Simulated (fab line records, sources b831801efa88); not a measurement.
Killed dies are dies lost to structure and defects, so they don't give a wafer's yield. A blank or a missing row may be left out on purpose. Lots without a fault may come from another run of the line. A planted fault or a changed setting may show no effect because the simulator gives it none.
A struck lot beside a sound one | flow gf180mcu | 17 steps out of a route of 602
Sound: wafers L137.1, L137.5, L137.6. Struck: wafer L126.4. (L126.2, L126.6 of the same lot were not struck and are left out.) The cause comes at the end.
At each step with rows: each side's tool, then ch and its chambers, then its first start. Under that, the readings that differ: sound wafers | struck wafers | difference of the means | sigmas: that difference in standard deviations of wafers without a fault.
alike: readings whose means differ by less than 2 such deviations, and words and numbers that are the same on both sides. not compared: withheld readings, readings that some wafer has no value for, bounds like >300 that may hide the same value, and numbers for which the record gives no deviation and whose values overlap.
The two part at a step that has a row with sigmas, a row that says differs or no value, or rows on one side only. Numbers that don't overlap but have no deviation are shown without sigmas and don't part them. A reading that every wafer of one side lacks parts them only if that side has two wafers or more.

first, 1 step without rows for these wafers: GF_HV_LDD_IMPLANT_09.
GF_HV_LDD_STRIP_10: strips in O2/N2.
  sound on plasma_asher-04 ch 0,1, day 13 20:47; struck on plasma_asher-01 ch 0, day 10 20:08
  reading                      | sound             | struck | difference | sigmas
  strip_time_to_endpoint_s (s) | 12.69 12.68 12.69 | 12.62  | -0.07      | -2
  alike: drypump_motor_current_A, heater_power_w, oes_product_au, platen_temp_c
  not compared: rf_hours_counter_h
GF_HV_LDD_TW_MEAS_11:
  sound on film_metro-03, day 13 20:56; struck on film_metro-01, day 10 20:15
  reading   | sound          | struck | difference | sigmas
  HV_LDD_TW | 2444 2427 2429 | 2396   | -37        | -2
then, 7 steps without rows for these wafers: GF_HV_LDD_DEHYDRATE_12 (time 60 s); GF_HV_LDD_HMDS_13 (prime time 60 s); GF_HV_LDD_COAT_14 (resist thk 1000 nm); GF_HV_LDD_SOFTBAKE_15 (time 60 s); GF_HV_LDD_EXPOSE_16 (exposes mask Pplus LV AREA, target cd 400 nm); GF_HV_LDD_PEB_17; GF_HV_LDD_DEVELOP_18 (develop time 60 s).
GF_HV_LDD_CD_MEAS_19: target cd 400 nm.
  sound on cd_sem-02, day 14 18:08; struck on cd_sem-02, day 11 13:28
  alike: cd_nm
GF_HV_LDD_OVL_MEAS_20:
  sound on overlay-02, day 14 18:15; struck on overlay-02, day 11 13:34
  alike: HV_LDD_01_OVL
GF_HV_LDD_IMPLANT_21:
  sound on implanter-03 ch 0, day 14 18:17; struck on implanter-01 ch 0, day 11 13:37
  reading            | sound           | struck | difference | sigmas
  beam_on_s (s)      | 9.99 10.22 9.88 | 7.74   | -2.29      | -13
  faraday_current_uA | 283 277 285     | 366    | +84        | +17
GF_HV_LDD_STRIP_22: strips in O2/N2.
  sound on plasma_asher-04 ch 0,1, day 14 18:26; struck on plasma_asher-01 ch 0, day 11 13:44
  alike: drypump_motor_current_A, heater_power_w, oes_product_au, platen_temp_c, strip_time_to_endpoint_s
  not compared: rf_hours_counter_h
GF_HV_LDD_TW_MEAS_23:
  sound on film_metro-02, day 14 18:32; struck on film_metro-01, day 11 13:51
  reading     | sound          | struck | difference | sigmas
  HV_LDD_2_TW | 1046 1044 1040 | 969    | -74        | -7
then, 1 step without rows for these wafers: GF_HV_LDD_DEHYDRATE_24 (time 60 s).
GF_PASSIVATION_PROBE_99:
  the record has rows for the sound wafers here (prober-01, day 33 01:43) and none for the struck ones

WHERE THEY PART
First at GF_HV_LDD_STRIP_10; last, within this record, at GF_PASSIVATION_PROBE_99.

WHY: what the simulator had put in
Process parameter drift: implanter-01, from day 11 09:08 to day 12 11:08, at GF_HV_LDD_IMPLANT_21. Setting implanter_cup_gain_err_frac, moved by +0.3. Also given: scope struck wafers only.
